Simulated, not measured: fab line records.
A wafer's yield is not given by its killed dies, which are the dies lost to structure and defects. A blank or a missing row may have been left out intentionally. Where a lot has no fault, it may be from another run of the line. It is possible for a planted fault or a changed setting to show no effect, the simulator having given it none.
8D (eight disciplines) problem report, filled in by code | flow sky130 | the parts of the form that need people (team, actions taken, sign-off) are left out

1. THE ISSUE
At SKY_LDD_P_IMPLANT_09, dose-ions-cm2 averages 9.1157e+12 over 6 wafers from 2 lots, while fault-free wafers read 1.0001e+13, standard deviation 1.1e+10. That is -80 standard deviations from the usual mean.
The first sign was on wafer L613.1 at day 24 13:13, on implanter-03. The record holds 42 wafers of 14 lots with a number at this step. Rule for "out", or "out of limits": more than 4 standard deviations from the usual mean. Any other wafer with a number is counted as sound.

2. WHAT THIS IS AND IS NOT
question                    | is                     | is not
which readings at this step | dose-ions-cm2          | -
which lots                  | L613, L614             | L600, L601, L602, L603, L604, L605, L606, L607, L609, L610, L617, L622
which wafers of those lots  | all that have a number | -
read on which tools         | implanter-03           | implanter-01, implanter-02
when                        | from day 24 13:13      | up to then (30 sound wafers); but 6 sound wafers of L617, L622 came after

3. WHAT RULES OUT EACH SUSPECT
Counting: a tool stays on the suspect list if, at a process step up to the reading, it processed all lots that are out and no sound lot following the first of them.
- implanter-03 at SKY_LDD_P_IMPLANT_09: kept. It processed each lot that is out, first L613 at day 24 13:13, and no sound lot thereafter; up to then, the last sound lot it processed was L610 at day 23 11:48. On those wafers its own readings are out: dose-ions-cm2.
Remaining after the count: implanter-03 at SKY_LDD_P_IMPLANT_09.

4. THE CAUSE (what the simulator had put in)
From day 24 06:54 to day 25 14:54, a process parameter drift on implanter-03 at SKY_LDD_P_IMPLANT_09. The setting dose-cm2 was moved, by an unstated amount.
Only this tool survived the counting.

5. THE EFFECT CHAIN, in route order
One row per reading whose mean, taken over the struck wafers that have a number, lies over 3 standard deviations from the usual. Only readings for which the record gives a usual standard deviation are gone through. hours: the time from each lot's start at the first step in this table that gives one to its start at this step, as a median over the lots. sigmas: the change in usual standard deviations.
hours | step                 | reading            | usual      | on struck wafers | change      | sigmas
0     | SKY_LDD_P_IMPLANT_09 | dose-ions-cm2      | 1.0001e+13 | 9.1157e+12       | -8.8533e+11 | -80
0     | SKY_LDD_P_IMPLANT_09 | faraday-current-uA | 56.3       | 51.5             | -4.8        | -4.0
Here are the process steps it includes:
- SKY_LDD_P_IMPLANT_09

6. HOW IT WOULD HAVE BEEN CAUGHT EARLIER
First out-of-limits reading in this record: day 24 13:13, which is 6 hours after fault onset at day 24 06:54.
